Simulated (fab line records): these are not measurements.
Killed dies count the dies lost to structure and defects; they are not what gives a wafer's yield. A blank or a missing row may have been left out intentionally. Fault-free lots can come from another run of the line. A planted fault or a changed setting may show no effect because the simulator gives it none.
Tool commonality check ; flow gf180mcu ; Sampled: 12 lots, 36 wafers

== WHAT PROMPTED THE OPENING ==
3 of 12 lots carry a flag on the reading NSD_RS at GF_PSD_RS_MEAS_14. Fault-free wafers read 46.14 ohm/sq, with a standard deviation of 0.089.
Rule: a lot is flagged in two cases, either no wafer of it has a number, or all its wafers with numbers fall more than 4 standard deviations from that mean. The other lots count as sound.

lot;measured;on;NSD_RS (ohm/sq), wafer by wafer;flag
L522;day 14 14:18;film metro-02;46.21 46.25 46.29;
L524;day 15 03:53;film metro-01;39.95 39.96 40.05;FLAGGED
L525;day 16 00:39;film metro-01;39.95 40.06 39.98;FLAGGED
L527;day 16 14:14;film metro-01;39.85 39.90 39.93;FLAGGED
L533;day 19 11:52;film metro-04;46.08 46.04 45.97;
L535;day 19 19:20;film metro-02;46.20 46.24 46.24;
L536;day 19 19:35;film metro-01;46.03 46.03 46.10;
L537;day 20 10:09;film metro-02;46.35 46.32 46.31;
L539;day 20 16:28;film metro-04;46.09 46.19 45.96;
L540;day 21 02:30;film metro-02;46.23 46.01 46.20;
L542;day 21 18:09;film metro-02;46.17 46.19 46.20;
L543;day 22 07:08;film metro-01;46.14 46.05 46.18;
The numbers of the flagged lots are 39.96 ohm/sq on average: -6.18 ohm/sq against the usual, or -69 standard deviations.

== WHICH TOOL EACH LOT WENT THROUGH ==
The record holds 1 process step before the reading, out of a route of 602 steps. Read each cell as the tool, then ch plus the chambers that the sampled wafers visited, then the start.
lot;flag;GF_PSD_RTA_13
L522;;rtp anneal-01 ch 0, day 14 14:13
L524;FLAGGED;rtp anneal-01 ch 0, day 15 03:49
L525;FLAGGED;rtp anneal-01 ch 0, day 16 00:34
L527;FLAGGED;rtp anneal-01 ch 0, day 16 14:08
L533;;rtp anneal-01 ch 0, day 19 11:41
L535;;rtp anneal-01 ch 0, day 19 19:16
L536;;rtp anneal-02 ch 0, day 19 19:31
L537;;rtp anneal-01 ch 0, day 20 10:04
L539;;rtp anneal-01 ch 0, day 20 16:22
L540;;rtp anneal-02 ch 0, day 21 02:25
L542;;rtp anneal-01 ch 0, day 21 18:04
L543;;rtp anneal-02 ch 0, day 22 07:02
What these steps do:
- GF_PSD_RTA_13: time 20 s.
- GF_PSD_RS_MEAS_14: measures by four-point-probe.

== FLAGGED OVER TOTAL, TOOL BY TOOL (the gauges that took the reading come last) ==
step;tool;lots run;flagged;share of the flagged lots;sound lots run after its first flagged lot
GF_PSD_RTA_13;rtp anneal-01;9;3;all;5 (L533,L535,L537,L539,L542)
GF_PSD_RTA_13;rtp anneal-02;3;0;none;-
GF_PSD_RS_MEAS_14;film metro-01;5;3;all;2 (L536,L543)
GF_PSD_RS_MEAS_14;film metro-02;5;0;none;-
GF_PSD_RS_MEAS_14;film metro-04;2;0;none;-

== WHAT THE TABLE PERMITS ==
2 rows of the table ran every flagged lot: rtp anneal-01 at GF_PSD_RTA_13, film metro-01 at GF_PSD_RS_MEAS_14.
- rtp anneal-01 at GF_PSD_RTA_13: 3 of its 9 lots flagged. Sound lots followed the first flagged one (L533, L535, L537, L539, L542) on it, something a lasting fault affecting the whole tool could not allow. Its own readings (wafer_temp_C_max) fall more than 4 standard deviations out on all wafers of the flagged lots.
- film metro-01 at GF_PSD_RS_MEAS_14: 3 of its 5 lots flagged. Sound lots followed the first flagged one (L536, L543) on it, something a lasting fault affecting the whole tool could not allow.
Not one row of the table ran every flagged lot while running no sound lot after the first.

== WHAT HAD BEEN PUT IN BY THE SIMULATOR ==
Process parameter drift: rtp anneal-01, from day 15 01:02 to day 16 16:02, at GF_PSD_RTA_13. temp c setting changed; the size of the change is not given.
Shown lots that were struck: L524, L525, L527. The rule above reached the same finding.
